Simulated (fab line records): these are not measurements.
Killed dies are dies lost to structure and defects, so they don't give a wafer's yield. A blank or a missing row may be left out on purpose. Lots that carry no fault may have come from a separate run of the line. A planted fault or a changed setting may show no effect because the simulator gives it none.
Which tool was responsible? / flow sky130 / 13 lots, 39 wafers sampled, at 3 steps of a route of 708

WHAT THE GAUGES READ, wafer by wafer
SKY_VIA4_OVL_MEAS_11. Usual: for VIA4_OVL the level is -0.3 nm and the standard deviation is 1.2.
lot=L478; measured=day 42 16:46; on=overlay-01; VIA4_OVL (nm)=-2.0 1.1 -0.1; flag=
lot=L479; measured=day 42 20:15; on=overlay-02; VIA4_OVL (nm)=-0.1 -0.3 1.3; flag=
lot=L480; measured=day 43 03:59; on=overlay-01; VIA4_OVL (nm)=0.6 0.4 -1.2; flag=
lot=L481; measured=day 43 11:22; on=overlay-01; VIA4_OVL (nm)=0.6 0.5 -0.5; flag=
lot=L482; measured=day 43 18:10; on=overlay-01; VIA4_OVL (nm)=-0.8 -0.6 -1.5; flag=
lot=L487; measured=day 45 10:57; on=overlay-01; VIA4_OVL (nm)=0.3 0.6 1.0; flag=
lot=L492; measured=day 46 12:58; on=overlay-02; VIA4_OVL (nm)=-1.6 0.0 -2.4; flag=
lot=L495; measured=day 47 07:33; on=overlay-01; VIA4_OVL (nm)=-0.1 0.1 -0.1; flag=
lot=L496; measured=day 47 10:04; on=overlay-01; VIA4_OVL (nm)=-1.7 -0.1 -0.1; flag=
lot=L497; measured=day 48 02:47; on=overlay-02; VIA4_OVL (nm)=-0.5 -1.0 -0.3; flag=
lot=L498; measured=day 48 02:18; on=overlay-02; VIA4_OVL (nm)=1.0 -0.5 -1.0; flag=
lot=L499; measured=day 48 03:28; on=overlay-02; VIA4_OVL (nm)=-2.2 -1.9 -2.9; flag=
lot=L501; measured=day 48 12:25; on=overlay-01; VIA4_OVL (nm)=0.5 0.2 -0.2; flag=

WHICH TOOL RAN EACH LOT (tool, then ch and the chambers of the sampled wafers, then the start)
lot=L478; SKY_FIELD_ISO_CLEAN_19=wet_bench-03 ch 3, day 2 06:20; SKY_METAL4_ETCH_16=rie_metal-04 ch 0,1, day 41 16:04
lot=L479; SKY_FIELD_ISO_CLEAN_19=wet_bench-01 ch 2, day 2 12:22; SKY_METAL4_ETCH_16=rie_metal-04 ch 0,1, day 41 19:14
lot=L480; SKY_FIELD_ISO_CLEAN_19=wet_bench-02 ch 3, day 2 15:35; SKY_METAL4_ETCH_16=rie_metal-02 ch 0,1, day 42 03:32
lot=L481; SKY_FIELD_ISO_CLEAN_19=wet_bench-03 ch 2, day 2 21:20; SKY_METAL4_ETCH_16=rie_metal-02 ch 0,1, day 42 10:44
lot=L482; SKY_FIELD_ISO_CLEAN_19=wet_bench-03 ch 3, day 3 01:30; SKY_METAL4_ETCH_16=rie_metal-04 ch 0,1, day 42 18:43
lot=L487; SKY_FIELD_ISO_CLEAN_19=wet_bench-02 ch 2, day 4 04:04; SKY_METAL4_ETCH_16=rie_metal-04 ch 0,1, day 44 11:52
lot=L492; SKY_FIELD_ISO_CLEAN_19=wet_bench-03 ch 2, day 5 05:31; SKY_METAL4_ETCH_16=rie_metal-02 ch 0,1, day 45 14:50
lot=L495; SKY_FIELD_ISO_CLEAN_19=wet_bench-03 ch 3, day 5 21:15; SKY_METAL4_ETCH_16=rie_metal-03 ch 0,1, day 46 10:38
lot=L496; SKY_FIELD_ISO_CLEAN_19=wet_bench-02 ch 3, day 6 02:06; SKY_METAL4_ETCH_16=rie_metal-02 ch 0,1, day 46 12:59
lot=L497; SKY_FIELD_ISO_CLEAN_19=wet_bench-03 ch 3, day 6 07:11; SKY_METAL4_ETCH_16=rie_metal-03 ch 0,1, day 47 06:00
lot=L498; SKY_FIELD_ISO_CLEAN_19=wet_bench-03 ch 3, day 6 12:33; SKY_METAL4_ETCH_16=rie_metal-02 ch 0,1, day 47 05:23
lot=L499; SKY_FIELD_ISO_CLEAN_19=wet_bench-01 ch 1, day 6 18:53; SKY_METAL4_ETCH_16=rie_metal-04 ch 0,1, day 47 07:28
lot=L501; SKY_FIELD_ISO_CLEAN_19=wet_bench-01 ch 3, day 7 07:05; SKY_METAL4_ETCH_16=rie_metal-03 ch 0,1, day 47 16:40
- SKY_FIELD_ISO_CLEAN_19: cleans in SC1/SC2, time 150 s.
- SKY_METAL4_ETCH_16: etches BARC in N2/H2, stops on SiO2, time 88.2 s, target depth 60 nm.

WHAT THE TOOLS THEMSELVES READ (means of the sampled wafers that have a number; where no wafer has one, the mark that the record gives instead)
SKY_METAL4_ETCH_16. Usual: drypump_motor_current_A 5.6 A, standard deviation 0.39; oes_product_au 0.626 a.u., standard deviation 0.0046; throttle_valve_pct 13.207 %, standard deviation 0.0092.
lot=L478; tool=rie_metal-04; drypump_motor_current_A (A)=5.5; oes_product_au (a.u.)=0.625; throttle_valve_pct (%)=13.203; flag=
lot=L479; tool=rie_metal-04; drypump_motor_current_A (A)=5.9; oes_product_au (a.u.)=0.623; throttle_valve_pct (%)=13.205; flag=
lot=L480; tool=rie_metal-02; drypump_motor_current_A (A)=5.4; oes_product_au (a.u.)=0.626; throttle_valve_pct (%)=13.209; flag=
lot=L481; tool=rie_metal-02; drypump_motor_current_A (A)=5.5; oes_product_au (a.u.)=0.632; throttle_valve_pct (%)=13.197; flag=
lot=L482; tool=rie_metal-04; drypump_motor_current_A (A)=5.5; oes_product_au (a.u.)=0.627; throttle_valve_pct (%)=13.204; flag=
lot=L487; tool=rie_metal-04; drypump_motor_current_A (A)=5.5; oes_product_au (a.u.)=0.624; throttle_valve_pct (%)=13.208; flag=
lot=L492; tool=rie_metal-02; drypump_motor_current_A (A)=5.5; oes_product_au (a.u.)=0.624; throttle_valve_pct (%)=13.202; flag=
lot=L495; tool=rie_metal-03; drypump_motor_current_A (A)=5.6; oes_product_au (a.u.)=0.625; throttle_valve_pct (%)=13.221; flag=
lot=L496; tool=rie_metal-02; drypump_motor_current_A (A)=5.4; oes_product_au (a.u.)=0.627; throttle_valve_pct (%)=13.210; flag=
lot=L497; tool=rie_metal-03; drypump_motor_current_A (A)=5.7; oes_product_au (a.u.)=0.634; throttle_valve_pct (%)=13.212; flag=
lot=L498; tool=rie_metal-02; drypump_motor_current_A (A)=5.4; oes_product_au (a.u.)=0.630; throttle_valve_pct (%)=13.207; flag=
lot=L499; tool=rie_metal-04; drypump_motor_current_A (A)=5.9; oes_product_au (a.u.)=0.628; throttle_valve_pct (%)=13.203; flag=
lot=L501; tool=rie_metal-03; drypump_motor_current_A (A)=5.7; oes_product_au (a.u.)=0.624; throttle_valve_pct (%)=13.206; flag=

THE ANSWER, worked out from the rows above alone
Rule: take the mean of a lot's wafers that have a number; if it is more than 3 standard deviations from the usual mean, the lot is off. A lot without any number at a reading at which 4 lots or more have one is off too. All remaining lots with rows at the step are treated as sound. After the gauges, taken in route order, come the tools' own readings; for these a lot's mean is taken, as printed above. The first step at which some lot is off is used, and at that step the reading that is off furthest; a lot without a number counts as furthest.
None of the lots is off at any reading shown; this tells nothing.

WHAT HAD BEEN PUT IN BY THE SIMULATOR
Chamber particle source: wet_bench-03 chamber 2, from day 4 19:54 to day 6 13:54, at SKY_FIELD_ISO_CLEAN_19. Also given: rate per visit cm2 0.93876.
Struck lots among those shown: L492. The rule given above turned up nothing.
